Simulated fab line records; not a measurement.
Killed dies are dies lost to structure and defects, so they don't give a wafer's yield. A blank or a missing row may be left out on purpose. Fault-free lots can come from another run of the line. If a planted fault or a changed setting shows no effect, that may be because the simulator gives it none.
fab line records -- flow sky130
record lots=6, wafers=18, last-day=52
route steps=708 shown FIELD_ISO@30 NWELL@32 DNWELL@35 PWDE@45 PAD_OPEN@708
lots that met no fault: taken from a fault-free run of the same line
start-h: start of the lot's first displayed wafer, in hours after the record's first day -- wait-h: hours elapsed since this lot's preceding step -- " the same as in the row above -- L1.1+2: a single row standing in for several wafers -- - either no value or no given start -- * or withheld: withheld -- < > ~ a bound
route shown NAME@n: NAME is a module with steps in the file, n the number in the route of the first one -- usual: mean/standard deviation taken from wafers without a fault -- same: alike in all rows -- chamber/n: place in a boat -- sites: the reading at each site -- _std_site: standard deviation across them -- _edge_site: mean of outer sites minus mean of inner sites -- radius-mm: for every site, how far away it sits from the centre of the wafer -- mask NAME#n: copy n -- behind: the tool/chamber that last shaped the wafer -- hold: why the lot was held/for how many hours/how that ended -- device: names the non-switching transistor (n, p or np) -- end of line: the route-end tests of the same wafers -- step lacking rows: just its recipe -- killed: the dies lost at the first sort to structure and to defects; this is not the yield of the wafer -- map: shows each die of a wafer: x if killed, . if not, _ if none is there
set.NAME: the setting that was run; set.NAME@STEP: the one run at that earlier step -- model.NAME: the simulator's own value behind a step, which no gauge read
certain route steps with their lots: each step a table, each wafer a row
services: the hour from which a tool's chamber was out of use, counted from the record's first day as start-h (under 0 if before that day), plus the number of hours and why
## steps
# step SKY_FIELD_ISO_WET_ETCH_29
# recipe chemistry=H3PO4, target-depth-nm=160, target=Si3N4, temp-c=160, time-s=1825
# step SKY_FIELD_ISO_WET_ETCH_30
# recipe chemistry=dHF, target-depth-nm=25, target=SiO2, dilution=10:1, temp-c=25, time-s=50
# step SKY_NWELL_CLEAN_00
# recipe chemistry=SC1/SC2, mix=1:4:20, temp-c=70, time-s=150, dry=n2-spin
# step SKY_NWELL_OXIDATION_01
# recipe temp-c=900, ambient=O2, stabilise-s=600, purge-s=300, target-thk-a=100, ox-time-s=1418
# step SKY_NWELL_THK_MEAS_02
# recipe reads=SiO2_of_NWELL_OXIDATION_01
# usual NWELL_OXIDATION_THK=10.05/0.19
lot.wafer,tool,chamber,start-h,wait-h,NWELL_OXIDATION_THK[nm]
L651.1,film-metro-03,-,55.90,0.0,9.90
L651.4,film-metro-03,-,55.90,0.0,10.03
L651.5,film-metro-03,-,55.90,0.0,9.95
L653.4,film-metro-02,-,63.48,0.0,9.97
L653.5,film-metro-02,-,63.48,0.0,9.84
L653.6,film-metro-02,-,63.48,0.0,10.01
L654.3,film-metro-03,-,65.65,0.0,10.16
L654.5,film-metro-03,-,65.65,0.0,10.06
L654.6,film-metro-03,-,65.65,0.0,10.20
L663.1,film-metro-03,-,174.19,0.0,10.13
L663.2,film-metro-03,-,174.19,0.0,10.21
L663.6,film-metro-03,-,174.19,0.0,10.04
L665.1,film-metro-03,-,175.96,0.0,10.06
L665.2,film-metro-03,-,175.96,0.0,10.04
L665.6,film-metro-03,-,175.96,0.0,10.05
L669.1,film-metro-01,-,177.15,0.1,10.12
L669.2,film-metro-01,-,177.15,0.1,10.09
L669.3,film-metro-01,-,177.15,0.1,10.09
# step SKY_DNWELL_DEHYDRATE_00
# recipe temp-c=200, time-s=60
# step SKY_DNWELL_HMDS_01
# recipe prime-time-s=60, prime-temp-c=120
# step SKY_DNWELL_COAT_02
# recipe spin-rpm=2000, resist-thk-nm=3000
# step SKY_DNWELL_SOFTBAKE_03
# recipe temp-c=110, time-s=withheld
# step SKY_DNWELL_EXPOSE_04
# recipe mask-id=DNM, na=0.57, target-cd-nm=3000, dose-mj=222
# step SKY_DNWELL_PEB_05
# recipe temp-c=115, time-s=withheld
# step SKY_DNWELL_DEVELOP_06
# recipe wall-angle-deg=90, developer=TMAH, develop-time-s=60, dev-temp-c=23
# step SKY_DNWELL_IMPLANT_07
# recipe species=P, energy-kev=withheld, dose-cm2=withheld, tilt-deg=withheld
lot.wafer,tool,chamber,start-h,wait-h
L651.1+4+5,implanter-03,0,71.94,-
L653.4+5+6,implanter-03,0,80.20,-
L654.3+5+6,implanter-03,0,82.54,-
L663.1+2+6,implanter-02,0,193.38,-
L665.1+2+6,implanter-01,0,195.95,-
L669.1+2+3,implanter-01,0,197.35,-
# step SKY_DNWELL_STRIP_08
# recipe chemistry=O2/N2, power-w=1400, pressure-mtorr=1500, platen-temp-c=withheld, o2-flow-sccm=3000, n2-flow-sccm=300, overash-fraction=0.5
# usual drypump-motor-current-A=5.60/0.28, oes-product-au=0.722/0.0045, strip-time-to-endpoint-s=36.92/0.11
lot.wafer,tool,chamber,start-h,wait-h,drypump-motor-current-A,oes-product-au,rf-hours-counter-h,strip-time-to-endpoint-s
L651.1,plasma-asher-02,1,72.09,0.1,5.79,0.728,40,37.11
L651.4,plasma-asher-02,1,72.09,0.1,5.78,0.723,-,37.00
L651.5,plasma-asher-02,1,72.09,0.1,5.80,0.728,-,36.95
L653.4,plasma-asher-03,0,80.31,0.1,5.45,0.727,-,36.95
L653.5,plasma-asher-03,1,80.31,0.1,5.13,0.722,-,36.93
L653.6,plasma-asher-03,0,80.31,0.1,5.46,0.723,-,36.86
L654.3,plasma-asher-01,1,82.67,0.1,5.71,0.723,-,36.80
L654.5,plasma-asher-01,0,82.67,0.1,5.91,0.725,-,37.00
L654.6,plasma-asher-01,1,82.67,0.1,5.75,0.725,-,37.00
L663.1,plasma-asher-03,1,193.53,0.1,5.13,0.721,33,37.01
L663.2,plasma-asher-03,0,193.53,0.1,5.44,0.727,33,37.01
L663.6,plasma-asher-03,0,193.53,0.1,5.44,0.726,-,37.04
L665.1,plasma-asher-03,1,196.10,0.1,5.12,0.725,34,36.76
L665.2,plasma-asher-03,0,196.10,0.1,5.45,0.720,34,36.82
L665.6,plasma-asher-03,0,196.10,0.1,5.44,0.720,-,36.68
L669.1,plasma-asher-02,0,197.50,0.1,5.78,0.718,50,36.88
L669.2,plasma-asher-02,1,197.50,0.1,5.79,0.718,50,36.85
L669.3,plasma-asher-02,1,197.50,0.1,5.79,0.727,-,36.91
# step SKY_DNWELL_TW_MEAS_09
# usual DNWELL_TW=1111/16
lot.wafer,tool,chamber,start-h,wait-h,DNWELL_TW
L651.1,film-metro-02,-,72.19,0.1,1141
L651.4,film-metro-02,-,72.19,0.1,1133
L651.5,film-metro-02,-,72.19,0.1,1138
L653.4,film-metro-02,-,80.41,0.1,1100
L653.5,film-metro-02,-,80.41,0.1,1100
L653.6,film-metro-02,-,80.41,0.1,1118
L654.3,film-metro-01,-,82.76,0.1,1103
L654.5,film-metro-01,-,82.76,0.1,1083
L654.6,film-metro-01,-,82.76,0.1,1103
L663.1,film-metro-02,-,193.63,0.1,1137
L663.2,film-metro-02,-,193.63,0.1,1138
L663.6,film-metro-02,-,193.63,0.1,1138
L665.1,film-metro-01,-,196.20,0.1,1092
L665.2,film-metro-01,-,196.20,0.1,1092
L665.6,film-metro-01,-,196.20,0.1,1090
L669.1,film-metro-02,-,197.60,0.1,1140
L669.2,film-metro-02,-,197.60,0.1,1142
L669.3,film-metro-02,-,197.60,0.1,1140
# step SKY_PWDE_DEHYDRATE_00
# recipe temp-c=200, time-s=60
# step SKY_PWDE_HMDS_01
# recipe prime-time-s=60, prime-temp-c=120
# step SKY_PWDE_COAT_02
# recipe spin-rpm=2000, resist-thk-nm=3000
# step SKY_PWDE_SOFTBAKE_03
# recipe temp-c=110, time-s=withheld
# step SKY_PWDE_EXPOSE_04
# recipe mask-id=PWDEM, na=0.6, source-shape=conventional, sigma-outer=0.6, polarization=unpolarized, target-cd-nm=840, dose-mj=214
# step SKY_PWDE_PEB_05
# recipe temp-c=115, time-s=withheld
# step SKY_PWDE_DEVELOP_06
# recipe wall-angle-deg=90, developer=TMAH, develop-time-s=60, dev-temp-c=23
# step SKY_PWDE_OVL_MEAS_07
# usual PWDE_OVL=0.6/1.3
lot.wafer,tool,chamber,start-h,wait-h,PWDE_OVL[nm]
L651.1,overlay-01,-,89.29,-,0.7
L651.4,overlay-01,-,89.29,-,2.7
L651.5,overlay-01,-,89.29,-,2.2
L653.4,overlay-01,-,97.41,-,-1.7
L653.5,overlay-01,-,97.41,-,-0.5
L653.6,overlay-01,-,97.41,-,-0.5
L654.3,overlay-01,-,99.65,-,-0.3
L654.5,overlay-01,-,99.65,-,0.1
L654.6,overlay-01,-,99.65,-,1.8
L663.1,overlay-01,-,214.70,-,1.1
L663.2,overlay-01,-,214.70,-,2.6
L663.6,overlay-01,-,214.70,-,1.9
L665.1,overlay-01,-,218.27,-,0.4
L665.2,overlay-01,-,218.27,-,-1.3
L665.6,overlay-01,-,218.27,-,-0.4
L669.1,overlay-01,-,219.70,-,-0.2
L669.2,overlay-01,-,219.70,-,-1.6
L669.3,overlay-01,-,219.70,-,1.3
# step SKY_PWDE_IMPLANT_08
# recipe species=B, energy-kev=150, dose-cm2=3.6e+12, tilt-deg=withheld
# step SKY_PWDE_STRIP_09
# recipe chemistry=O2/N2, power-w=1400, pressure-mtorr=1500, platen-temp-c=withheld, o2-flow-sccm=3000, n2-flow-sccm=300, overash-fraction=0.5
# usual drypump-motor-current-A=5.62/0.27, oes-product-au=0.723/0.0039, strip-time-to-endpoint-s=36.95/0.12
lot.wafer,tool,chamber,start-h,wait-h,drypump-motor-current-A,oes-product-au,rf-hours-counter-h,strip-time-to-endpoint-s
L651.1,plasma-asher-04,0,89.47,0.1,5.81,0.724,41,36.93
L651.4,plasma-asher-04,0,89.47,0.1,5.82,0.727,-,36.83
L651.5,plasma-asher-04,1,89.47,0.1,5.81,0.722,-,36.94
L653.4,plasma-asher-03,1,97.61,0.1,5.13,0.725,-,37.06
L653.5,plasma-asher-03,1,97.61,0.1,5.16,0.723,-,37.03
L653.6,plasma-asher-03,0,97.61,0.1,5.44,0.726,-,36.99
L654.3,plasma-asher-04,1,99.85,0.1,5.80,0.718,-,36.61
L654.5,plasma-asher-04,1,99.85,0.1,5.83,0.721,-,36.63
L654.6,plasma-asher-04,0,99.85,0.1,5.81,0.727,-,36.72
L663.1,plasma-asher-04,1,214.88,0.1,5.81,0.715,8,37.16
L663.2,plasma-asher-04,0,214.88,0.1,5.81,0.722,8,37.08
L663.6,plasma-asher-04,1,214.88,0.1,5.79,0.720,-,37.14
L665.1,plasma-asher-04,1,218.45,0.1,5.83,0.722,8,37.08
L665.2,plasma-asher-04,0,218.45,0.1,5.80,0.719,8,37.14
L665.6,plasma-asher-04,1,218.45,0.1,5.73,0.728,-,37.07
L669.1,plasma-asher-04,1,219.88,0.1,5.79,0.722,9,36.97
L669.2,plasma-asher-04,0,219.88,0.1,5.80,0.722,9,36.89
L669.3,plasma-asher-04,1,219.88,0.1,5.79,0.728,-,36.99
# step SKY_PWDE_TW_MEAS_10
# usual PWDE_TW=372/4
lot.wafer,tool,chamber,start-h,wait-h,PWDE_TW
L651.1,film-metro-01,-,89.57,0.1,370
L651.4,film-metro-01,-,89.57,0.1,369
L651.5,film-metro-01,-,89.57,0.1,371
L653.4,film-metro-02,-,97.71,0.1,378
L653.5,film-metro-02,-,97.71,0.1,377
L653.6,film-metro-02,-,97.71,0.1,376
L654.3,film-metro-02,-,99.94,0.1,375
L654.5,film-metro-02,-,99.94,0.1,379
L654.6,film-metro-02,-,99.94,0.1,378
L663.1,film-metro-01,-,214.98,0.1,367
L663.2,film-metro-01,-,214.98,0.1,367
L663.6,film-metro-01,-,214.98,0.1,366
L665.1,film-metro-02,-,218.55,0.1,377
L665.2,film-metro-02,-,218.55,0.1,376
L665.6,film-metro-02,-,218.55,0.1,378
L669.1,film-metro-01,-,219.98,0.1,367
L669.2,film-metro-01,-,219.98,0.1,368
L669.3,film-metro-01,-,219.98,0.1,368
# step SKY_NWELL_DEHYDRATE_03
# recipe temp-c=200, time-s=60
# step SKY_NWELL_HMDS_04
# recipe prime-time-s=60, prime-temp-c=120
# step SKY_NWELL_COAT_05
# recipe spin-rpm=2000, resist-thk-nm=3000
# step SKY_NWELL_SOFTBAKE_06
# recipe temp-c=110, time-s=withheld
# step SKY_NWELL_EXPOSE_07
# recipe mask-id=NWM, na=0.6, source-shape=conventional, sigma-outer=0.6, polarization=unpolarized, target-cd-nm=840, dose-mj=255
# step SKY_NWELL_PEB_08
# recipe temp-c=115, time-s=withheld
# step SKY_NWELL_DEVELOP_09
# recipe wall-angle-deg=90, developer=TMAH, develop-time-s=60, dev-temp-c=23
# step SKY_NWELL_OVL_MEAS_10
# usual NWELL_00_OVL=-1.1/1.5
lot.wafer,tool,chamber,start-h,wait-h,NWELL_00_OVL[nm]
L651.1,overlay-02,-,106.48,-,1.7
L651.4,overlay-02,-,106.48,-,0.2
L651.5,overlay-02,-,106.48,-,-0.6
L653.4,overlay-02,-,114.06,-,-3.3
L653.5,overlay-02,-,114.06,-,-1.5
L653.6,overlay-02,-,114.06,-,-3.1
L654.3,overlay-02,-,116.05,-,-1.0
L654.5,overlay-02,-,116.05,-,1.0
L654.6,overlay-02,-,116.05,-,-1.3
L663.1,overlay-01,-,237.40,-,-0.8
L663.2,overlay-01,-,237.40,-,0.3
L663.6,overlay-01,-,237.40,-,1.5
L665.1,overlay-01,-,241.17,-,-1.1
L665.2,overlay-01,-,241.17,-,-1.3
L665.6,overlay-01,-,241.17,-,-2.2
L669.1,overlay-01,-,243.42,-,-1.2
L669.2,overlay-01,-,243.42,-,1.8
L669.3,overlay-01,-,243.42,-,-0.6
# step SKY_NWELL_IMPLANT_11
# recipe species=P, energy-kev=400, dose-cm2=1.9e+13, tilt-deg=withheld
# step SKY_NWELL_IMPLANT_12
# recipe species=P, energy-kev=120, dose-cm2=1.3e+12, tilt-deg=withheld
# step SKY_NWELL_IMPLANT_13
# recipe species=P, energy-kev=50, dose-cm2=7e+11, tilt-deg=withheld
# step SKY_NWELL_STRIP_14
# recipe chemistry=O2/N2, power-w=1400, pressure-mtorr=1500, platen-temp-c=withheld, o2-flow-sccm=3000, n2-flow-sccm=300, overash-fraction=0.5
# usual drypump-motor-current-A=5.63/0.24, oes-product-au=0.723/0.0045, strip-time-to-endpoint-s=36.98/0.11
lot.wafer,tool,chamber,start-h,wait-h,drypump-motor-current-A,oes-product-au,rf-hours-counter-h,strip-time-to-endpoint-s
L651.1,plasma-asher-04,0,106.96,0.1,5.81,0.719,42,37.03
L651.4,plasma-asher-04,1,106.96,0.1,5.81,0.717,-,37.10
L651.5,plasma-asher-04,0,106.96,0.1,5.81,0.720,-,37.05
L653.4,plasma-asher-02,0,114.56,0.1,5.81,0.723,-,36.99
L653.5,plasma-asher-02,1,114.56,0.1,5.80,0.727,-,36.91
L653.6,plasma-asher-02,0,114.56,0.1,5.81,0.727,-,36.88
L654.3,plasma-asher-03,0,116.56,0.1,5.45,0.723,-,36.94
L654.5,plasma-asher-03,0,116.56,0.1,5.45,0.726,-,36.91
L654.6,plasma-asher-03,1,116.56,0.1,5.16,0.717,-,36.96
L663.1,plasma-asher-04,0,237.88,0.1,5.81,0.719,10,36.97
L663.2,plasma-asher-04,1,237.88,0.1,5.78,0.722,10,36.99
L663.6,plasma-asher-04,0,237.88,0.1,5.79,0.719,-,36.99
L665.1,plasma-asher-03,0,241.65,0.1,5.45,0.722,40,36.83
L665.2,plasma-asher-03,1,241.65,0.1,5.15,0.722,40,36.96
L665.6,plasma-asher-03,0,241.65,0.1,5.45,0.720,-,36.94
L669.1,plasma-asher-03,1,243.90,0.1,5.15,0.722,40,36.95
L669.2,plasma-asher-03,0,243.90,0.1,5.45,0.727,40,36.90
L669.3,plasma-asher-03,0,243.90,0.1,5.47,0.720,-,36.94
# step SKY_NWELL_TW_MEAS_15
# usual NWELL_TW=1809/15
lot.wafer,tool,chamber,start-h,wait-h,NWELL_TW
L651.1,film-metro-01,-,107.06,0.1,1807
L651.4,film-metro-01,-,107.06,0.1,1800
L651.5,film-metro-01,-,107.06,0.1,1809
L653.4,film-metro-03,-,114.66,0.1,1798
L653.5,film-metro-03,-,114.66,0.1,1801
L653.6,film-metro-03,-,114.66,0.1,1804
L654.3,film-metro-03,-,116.65,0.1,1794
L654.5,film-metro-03,-,116.65,0.1,1801
L654.6,film-metro-03,-,116.65,0.1,1790
L663.1,film-metro-03,-,237.98,0.1,1796
L663.2,film-metro-03,-,237.98,0.1,1804
L663.6,film-metro-03,-,237.98,0.1,1806
L665.1,film-metro-01,-,241.75,0.1,1806
L665.2,film-metro-01,-,241.75,0.1,1793
L665.6,film-metro-01,-,241.75,0.1,1801
L669.1,film-metro-01,-,244.00,0.1,1799
L669.2,film-metro-01,-,244.00,0.1,1800
L669.3,film-metro-01,-,244.00,0.1,1792
# step SKY_NWELL_DEHYDRATE_16
# recipe temp-c=200, time-s=60
# step SKY_NWELL_HMDS_17
# recipe prime-time-s=60, prime-temp-c=120
# step SKY_NWELL_COAT_18
# recipe spin-rpm=2000, resist-thk-nm=3000
# step SKY_PAD_OPEN_PROBE_99
# usual killed_at_M0_to_M3=45/6.3, killed_at_M4_up=2.8/1.6, killed-at-contacts=24/5.1, killed-at-front-end=14/4.4, killed-at-other=0.4/0.73, killed-dies=86/9, killed-open=47/7.8, killed-short=39/6.6
# same gross-dies=492, killed-at-back-side=0
lot.wafer,tool,chamber,start-h,wait-h,killed_at_M0_to_M3,killed_at_M4_up,killed-at-contacts,killed-at-front-end,killed-at-other,killed-dies,killed-open,killed-short,model.etest.res-deep-nwell.rs-ohm-sq,model.etest.res-deep-nwell.rs-ohm-sq-range,model.etest.res-deep-nwell.rs-ohm-sq-rim-less-centre,model.etest.res-deep-nwell.line-ohm-um
L651.1,prober-01,-,1134.95,0.1,37,2,31,14,0,84,53,31,2210,56.09,-5.52,731.4
L651.4,prober-01,-,1135.10,0.2,37,3,28,15,0,83,49,34,2210,31.81,1.69,734.2
L651.5,prober-01,-,1135.15,0.2,56,3,31,17,0,107,53,54,2212,74.92,20.32,737
L654.3,prober-01,-,1136.70,0.2,40,3,21,13,1,78,43,35,2177,64.21,25.8,732.2
L654.5,prober-01,-,1136.80,0.2,49,4,21,6,1,81,38,43,2355,215.4,-78.83,786.9
L654.6,prober-01,-,1136.85,0.2,49,3,21,12,1,86,47,39,2141,25.34,-2.274,717.6
L653.4,prober-02,-,1138.25,0.2,53,3,18,24,0,98,52,46,2396,235.8,-50.43,796.3
L653.5,prober-02,-,1138.30,0.2,43,4,21,17,0,85,50,35,2393,206.5,-121.1,807
L653.6,prober-02,-,1138.35,0.2,49,1,16,18,1,85,45,40,2222,50.78,-35.42,734.9
L663.1,prober-02,-,1235.83,0.1,43,4,28,7,0,82,45,37,2189,61.42,-52.61,729.4
L663.2,prober-02,-,1235.88,0.1,49,2,20,8,0,79,47,32,2223,63.36,-33.71,740.9
L663.6,prober-02,-,1236.08,0.2,46,5,25,6,0,82,45,37,2207,70.78,-41.4,733
L665.1,prober-02,-,1239.39,0.1,32,2,15,17,1,67,30,36,2200,68.63,-41.87,737.9
L665.2,prober-02,-,1239.44,0.1,55,0,23,16,1,95,52,43,2210,67.82,-31.99,752
L665.6,prober-02,-,1239.64,0.2,55,3,22,15,1,96,48,47,2225,67.85,-32.23,739.4
L669.1,prober-01,-,1241.43,0.1,47,2,25,13,1,88,47,40,2207,44.29,-29.81,732.9
L669.2,prober-01,-,1241.48,0.1,41,2,31,13,0,87,53,34,2226,64.61,-18.25,742.5
L669.3,prober-01,-,1241.53,0.2,38,8,18,15,0,79,40,39,2232,44.31,4.439,746.2
# killed by level:class
L651.1 VIA1:geometric-particle:open=13 CONTACT:geometric-particle:open=11 LI_CONTACT:geometric-particle:open=9 POLY_GATE:geometric-particle:open=6 METAL1:geometric-particle:short=5 LI_CONTACT:geometric-particle:short=4 LOCAL_INTERCONNECT:geometric-particle:short=4 VIA2:geometric-particle:open=4
L651.4 VIA1:geometric-particle:open=14 CONTACT:geometric-particle:open=10 FIELD_ISO:geometric-particle:short=9 LI_CONTACT:geometric-particle:open=8 CONTACT:geometric-particle:short=6 VIA2:geometric-particle:open=6 FIELD_ISO:geometric-particle:open=3 METAL1:geometric-particle:short=3
L651.5 CONTACT:geometric-particle:open=11 VIA1:geometric-particle:open=8 VIA3:geometric-particle:open=8 METAL1:geometric-particle:short=7 METAL3:geometric-particle:short=7 FIELD_ISO:geometric-particle:short=6 LI_CONTACT:geometric-particle:open=6 VIA2:geometric-particle:open=6
L654.3 CONTACT:geometric-particle:open=7 METAL1:geometric-particle:short=6 VIA3:geometric-particle:open=6 LI_CONTACT:geometric-particle:open=5 VIA1:geometric-particle:short=5 VIA1:geometric-particle:open=5 CONTACT:geometric-particle:short=4 METAL3:geometric-particle:short=4
L654.5 VIA1:geometric-particle:short=8 METAL1:geometric-particle:short=7 VIA1:geometric-particle:open=6 LOCAL_INTERCONNECT:geometric-particle:short=6 VIA3:geometric-particle:open=6 LI_CONTACT:geometric-particle:open=5 METAL2:geometric-particle:short=5 VIA2:geometric-particle:open=5
L654.6 VIA1:geometric-particle:open=13 VIA3:geometric-particle:open=12 CONTACT:geometric-particle:open=10 METAL1:geometric-particle:short=7 VIA1:geometric-particle:short=5 LI_CONTACT:geometric-particle:open=4 LOCAL_INTERCONNECT:geometric-particle:short=4 METAL2:geometric-particle:short=4
L653.4 VIA1:geometric-particle:open=11 VIA2:geometric-particle:open=8 METAL1:geometric-particle:short=7 POLY_GATE:geometric-particle:open=6 VIA3:geometric-particle:open=6 LI_CONTACT:geometric-particle:open=5 METAL2:geometric-particle:short=5 METAL3:geometric-particle:short=5
L653.5 CONTACT:geometric-particle:open=12 VIA1:geometric-particle:open=9 VIA3:geometric-particle:open=7 POLY_GATE:geometric-particle:open=7 METAL2:geometric-particle:short=7 LOCAL_INTERCONNECT:geometric-particle:short=5 METAL1:geometric-particle:short=5 POLY_GATE:geometric-particle:short=4
L653.6 VIA3:geometric-particle:open=7 LI_CONTACT:geometric-particle:open=6 CONTACT:geometric-particle:open=6 VIA1:geometric-particle:open=6 METAL2:geometric-particle:short=6 POLY_GATE:geometric-particle:short=5 POLY_GATE:geometric-particle:open=5 VIA1:geometric-particle:short=5
L663.1 VIA1:geometric-particle:open=10 LI_CONTACT:geometric-particle:open=9 VIA2:geometric-particle:open=8 LOCAL_INTERCONNECT:geometric-particle:short=6 CONTACT:geometric-particle:open=5 VIA1:geometric-particle:short=5 METAL3:geometric-particle:short=4 LOCAL_INTERCONNECT:geometric-particle:open=3
L663.2 VIA1:geometric-particle:open=16 VIA1:geometric-particle:short=9 LI_CONTACT:geometric-particle:open=7 VIA3:geometric-particle:open=5 CONTACT:geometric-particle:open=4 VIA2:geometric-particle:open=4 CONTACT:geometric-particle:short=3 METAL1:geometric-particle:short=3
L663.6 METAL2:geometric-particle:short=11 CONTACT:geometric-particle:open=10 VIA1:geometric-particle:open=10 LI_CONTACT:geometric-particle:open=9 VIA2:geometric-particle:open=7 METAL1:geometric-particle:short=6 LOCAL_INTERCONNECT:geometric-particle:short=3 VIA1:geometric-particle:short=3
L665.1 FIELD_ISO:geometric-particle:short=6 CONTACT:geometric-particle:open=6 METAL3:geometric-particle:short=6 VIA2:geometric-particle:open=6 METAL2:geometric-particle:short=5 LI_CONTACT:geometric-particle:open=4 VIA3:geometric-particle:open=4 FIELD_ISO:geometric-particle:open=3
L665.2 VIA1:geometric-particle:open=14 VIA2:geometric-particle:open=10 VIA1:geometric-particle:short=8 FIELD_ISO:geometric-particle:open=7 VIA3:geometric-particle:open=7 LI_CONTACT:geometric-particle:open=6 METAL1:geometric-particle:short=6 LOCAL_INTERCONNECT:geometric-particle:short=5
L665.6 VIA3:geometric-particle:open=10 METAL2:geometric-particle:short=8 VIA2:geometric-particle:open=8 FIELD_ISO:geometric-particle:open=6 LI_CONTACT:geometric-particle:open=6 CONTACT:geometric-particle:open=6 VIA1:geometric-particle:short=6 METAL3:geometric-particle:short=5
L669.1 VIA2:geometric-particle:open=11 CONTACT:geometric-particle:open=10 CONTACT:geometric-particle:short=8 FIELD_ISO:geometric-particle:open=6 METAL2:geometric-particle:short=6 VIA1:geometric-particle:short=5 VIA3:geometric-particle:open=5 POLY_GATE:geometric-particle:short=4
L669.2 CONTACT:geometric-particle:open=13 VIA2:geometric-particle:open=9 LI_CONTACT:geometric-particle:open=7 VIA3:geometric-particle:open=7 CONTACT:geometric-particle:short=6 VIA1:geometric-particle:open=6 FIELD_ISO:geometric-particle:short=4 LI_CONTACT:geometric-particle:short=4
L669.3 VIA1:geometric-particle:open=9 VIA2:geometric-particle:open=7 CONTACT:geometric-particle:open=7 METAL2:geometric-particle:short=7 METAL4:geometric-particle:short=7 FIELD_ISO:geometric-particle:open=6 METAL1:geometric-particle:short=5 LOCAL_INTERCONNECT:geometric-particle:short=4
## services
tool,chamber,start-h,hours,kind
plasma-asher-03,-,53.27,1.5,repair
implanter-02,-,65.42,9.3,repair
plasma-asher-02,-,80.74,2.4,repair
plasma-asher-03,-,86.93,3.9,repair
implanter-03,-,90.70,2.2,repair
plasma-asher-02,-,91.27,1.2,repair
implanter-01,-,94.77,22.8,pm
plasma-asher-04,-,108.75,9.0,pm
plasma-asher-04,0,108.75,9.0,vent-cycle
plasma-asher-04,1,108.75,9.0,vent-cycle
plasma-asher-04,0,117.75,-,clean
plasma-asher-04,1,117.75,-,clean
implanter-01,-,134.77,4.6,repair
implanter-02,-,152.70,0.6,repair
implanter-02,-,160.04,4.1,repair
implanter-02,-,160.86,2.7,repair
implanter-02,-,169.20,3.2,repair
plasma-asher-02,-,184.67,1.7,repair
implanter-03,-,189.15,3.0,pm
plasma-asher-01,-,195.43,28.1,pm
implanter-01,-,197.64,49.4,pm
implanter-03,-,226.68,2.6,repair
plasma-asher-04,-,231.20,1.4,repair
implanter-02,-,234.87,0.5,repair
## key
first-sign none at tools or gauges
model-effect step=SKY_PAD_OPEN_PROBE_99, value=etest.res-deep-nwell.rs-ohm-sq, without=2192, struck=2381
met-at SKY_DNWELL_IMPLANT_07
struck-wafers L653.4,L653.5,L654.5
tester-left-out L653,L654
onset-between 71.94 80.20
fault kind=process-parameter-drift, tool=implanter-03, chamber=-, onset-h=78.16, steps=SKY_DNWELL_IMPLANT_07, channel=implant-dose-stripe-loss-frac, offset=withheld, shape=step, end-h=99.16, scope=struck-wafers-only
# tester-left-out: of these lots the tester's yield and bins aren't shown, on N5 and GAA mostly nor the transistor test; their killed dies are dies lost to structure and defects alone, not to doping, threshold or leakage, so they don't give the yield
